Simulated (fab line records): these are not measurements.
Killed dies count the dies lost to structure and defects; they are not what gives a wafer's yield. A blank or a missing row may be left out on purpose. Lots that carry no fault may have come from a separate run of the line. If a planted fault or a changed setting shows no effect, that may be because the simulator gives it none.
Code-filled problem report in 8D (eight disciplines) form :: flow gf180mcu :: the parts of the form that need people (team, actions taken, sign-off) are left out

## 1. PROBLEM STATEMENT
A mean of 449.8 nm is read at GF_TOP_METAL_CD_MEAS_14 for cd nm, taken on 1 wafer of 1 lot, against 438.6 nm (standard deviation 2.5) on wafers free of any fault. Relative to the usual mean, that is a shift of +4.5 standard deviations.
The step: target cd 440 nm.
First seen on wafer L805.5, day 30 23:18, on cd sem-01. The record has a number at this step for 35 wafers belonging to 12 lots. The rule behind "out" and "out of limits": a value lying over 4 standard deviations away from the usual mean. The other wafers with a number count as sound.

## 2. WHAT IT IS AND WHAT IT IS NOT
question: which readings at this step
is: cd nm
is not: -

question: which lots
is: L805
is not: L795, L796, L797, L798, L799, L800, L801, L802, L815, L816, L818

question: which wafers of those lots
is: L805.5
is not: L805.2

question: read on which gauges
is: cd sem-01
is not: cd sem-02

question: when
is: from day 30 23:18
is not: up to then (25 sound wafers); but 9 sound wafers of L815, L816, L818 came after

## 3. SUSPECTS, AND WHAT RULES EACH OUT
Counting: any tool at a process step up to the reading remains a suspect provided it ran every lot that is out. Sound lots after the first of them don't rule it out here, since some wafers of a struck lot are sound.
- the gauge at GF_TOP_METAL_CD_MEAS_14: kept. All the wafers that are out were read on cd sem-01, and no step on other tools shows them out.
- pvd sputter-03 at GF_TOP_METAL_SPUTTER_04 (material TiN, target thk 25 nm, time 20.8 s): kept. It ran the lot that is out, L805 (day 30 05:14); its last sound lot up to then is L795 (day 27 07:05).
- litho track-04 at GF_TOP_METAL_DEVELOP_13 (develop time 60 s): kept. It ran the lot that is out, L805 (day 30 23:10); its last sound lot up to then is L801 (day 29 21:13).
The count leaves pvd sputter-03 at GF_TOP_METAL_SPUTTER_04, litho track-04 at GF_TOP_METAL_DEVELOP_13, and cd sem-01 at GF_TOP_METAL_CD_MEAS_14.

## 4. THE CAUSE (what the simulator had put in)
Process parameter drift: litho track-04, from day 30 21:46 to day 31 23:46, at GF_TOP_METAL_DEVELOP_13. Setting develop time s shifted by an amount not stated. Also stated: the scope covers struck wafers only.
3 suspects survive the count, and this tool is in that group.

## 5. THE CHAIN OF EFFECTS, in route order
Rows list readings where the struck wafers' mean (over those with a number) sits beyond 3 standard deviations from the usual. Readings are gone through only where the record gives a usual standard deviation; hours: the median, over the lots, of the time from a lot's start at the first step in this table giving one to that lot's start at this step; sigmas: the change measured in usual standard deviations.
hours: 0
step: GF_TOP_METAL_CD_MEAS_14
reading: cd nm
usual: 438.6 nm
on struck wafers: 449.8
change: +11.2
sigmas: +4.5

## 6. WHAT WOULD HAVE CAUGHT IT SOONER
2 hours passed between the start of the fault at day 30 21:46 and the first reading out of limits at a measuring or inspecting step in this record, taken at day 30 23:18.
Each of the lots that are out, 1 in all, had begun GF_TOP_METAL_DEVELOP_13 on litho track-04 no later than day 30 23:18. Tool hold at that time: it would have spared none of them.
